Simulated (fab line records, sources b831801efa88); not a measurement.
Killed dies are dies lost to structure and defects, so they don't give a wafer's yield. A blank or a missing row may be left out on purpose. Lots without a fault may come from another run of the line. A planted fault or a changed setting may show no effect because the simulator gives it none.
Chamber matching | flow sky130 | SKY_VIA4_ETCH_12 on rie_diel-02: 4 sister chambers
The step etches SiO2 in C4F8/O2/Ar, stops on TiN, target depth 580 nm. 14 wafers are shown with their chamber, then 7 later ones without.

WAFERS WITH THEIR CHAMBER
wafer  | chamber | oes_product_au (a.u.)
L728.2 | 1       | 0.927
L728.3 | 2       | 0.932
L728.5 | 2       | 0.931
L731.1 | 1       | 0.926
L731.2 | 2       | 0.928
L731.5 | 1       | 0.921
L735.2 | 3       | 0.924
L735.3 | 0       | 0.933
L735.4 | 2       | 0.926
L737.1 | 3       | 0.926
L737.4 | 2       | 0.930
L737.6 | 0       | 0.921
L741.1 | 1       | 0.929
L741.2 | 3       | 0.919

SIGNATURES (means of the wafers above)
reading        | chamber 0 | chamber 1 | chamber 2 | chamber 3 | scatter within a chamber
oes_product_au | 0.92700   | 0.92575   | 0.92940   | 0.92300   | 0.00395
Rule: a wafer's distance from a chamber is the root of the sum, over the readings, of the square of ((its reading less the chamber's mean) divided by the reading's scatter). The wafer belongs to the nearest chamber; if the next one is less than 2 further off, it can't be placed. The scatter: the root of (the sum of the squares of (reading less its chamber's mean) over the shown wafers, divided by (wafers less chambers)).

WAFERS WITHOUT THEIR CHAMBER
wafer  | oes_product_au (a.u.)
L741.5 | 0.922
L743.3 | 0.934
L743.5 | 0.916
L743.6 | 0.919
L744.1 | 0.930
L744.2 | 0.931
L744.6 | 0.929

WHICH CHAMBER EACH WENT THROUGH
wafer  | from the rows above               | in truth
L741.5 | can't be placed: 3 or 1 or 0 or 2 | 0
L743.3 | can't be placed: 2 or 0 or 1 or 3 | 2
L743.5 | can't be placed: 3 or 1 or 0 or 2 | 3
L743.6 | can't be placed: 3 or 1 or 0 or 2 | 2
L744.1 | can't be placed: 2 or 0 or 1 or 3 | 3
L744.2 | can't be placed: 2 or 0 or 1 or 3 | 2
L744.6 | can't be placed: 2 or 0 or 1 or 3 | 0
Placed correctly: 0 of 7. Can't be placed from these rows: 7 (the true chamber is among the candidates in 7). Placed wrongly: 0.
